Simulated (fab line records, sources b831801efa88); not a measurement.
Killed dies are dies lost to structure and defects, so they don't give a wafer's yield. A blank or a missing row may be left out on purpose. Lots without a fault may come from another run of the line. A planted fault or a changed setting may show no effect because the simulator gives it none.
Problem report in the 8D (eight disciplines) form, filled by code | flow sky130 | the parts of the form that need people (team, actions taken, sign-off) are left out

1. THE PROBLEM
beam_energy_keV at SKY_LDD_LDN_IMPLANT_11 reads a mean of 17.430 on 6 wafers of 2 lots; wafers without a fault read 14.999 with a standard deviation of 0.0049. That is +99 or more standard deviations from the usual mean.
First seen on wafer L458.1, day 26 09:04, on implanter-04. The record holds 18 wafers of 6 lots with a number at this step. Rule for "out", or "out of limits": more than 4 standard deviations from the usual mean. The other wafers with a number count as sound.

2. WHAT IT IS AND WHAT IT IS NOT
question                    | is                     | is not
which readings at this step | beam_energy_keV        | beam_on_s
which lots                  | L458, L461             | L450, L455, L465, L470
which wafers of those lots  | all that have a number | -
read on which tools         | implanter-04           | implanter-02, implanter-03
when                        | from day 26 09:04      | up to then (6 sound wafers); but 6 sound wafers of L465, L470 came after

3. SUSPECTS, AND WHAT RULES EACH OUT
Counting: a tool at a process step up to the reading stays a suspect if it ran every lot that is out and no sound lot after the first of them.
- implanter-04 at SKY_LDD_LDN_IMPLANT_11: kept. It ran every lot that is out, first L458 (day 26 09:04), and no sound lot after that; its last sound lot up to then is L455 (day 24 23:49). Its own readings are out on those wafers: beam_energy_keV.
Left after counting: implanter-04 at SKY_LDD_LDN_IMPLANT_11.

4. THE CAUSE (what the simulator had put in)
Process parameter drift: implanter-04, from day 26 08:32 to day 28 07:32, at SKY_LDD_LDN_IMPLANT_11. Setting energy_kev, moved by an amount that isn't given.
Counting left only this tool.

5. THE CHAIN OF EFFECTS, in route order
Each row: a reading whose mean over the struck wafers that have a number lies more than 3 standard deviations from the usual. Only readings for which the record gives a usual standard deviation are gone through. hours: the time from each lot's start at the first step in this table that gives one to its start at this step, as a median over the lots. sigmas: the change in usual standard deviations.
hours | step                   | reading         | usual  | on struck wafers | change | sigmas
0     | SKY_LDD_LDN_IMPLANT_11 | beam_energy_keV | 14.999 | 17.430           | +2.431 | +99 or more
The process steps in it:
- SKY_LDD_LDN_IMPLANT_11

6. WHAT WOULD HAVE CAUGHT IT SOONER
In this record the first reading out of limits was taken at day 26 09:04, 1 hour after the fault began at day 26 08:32.
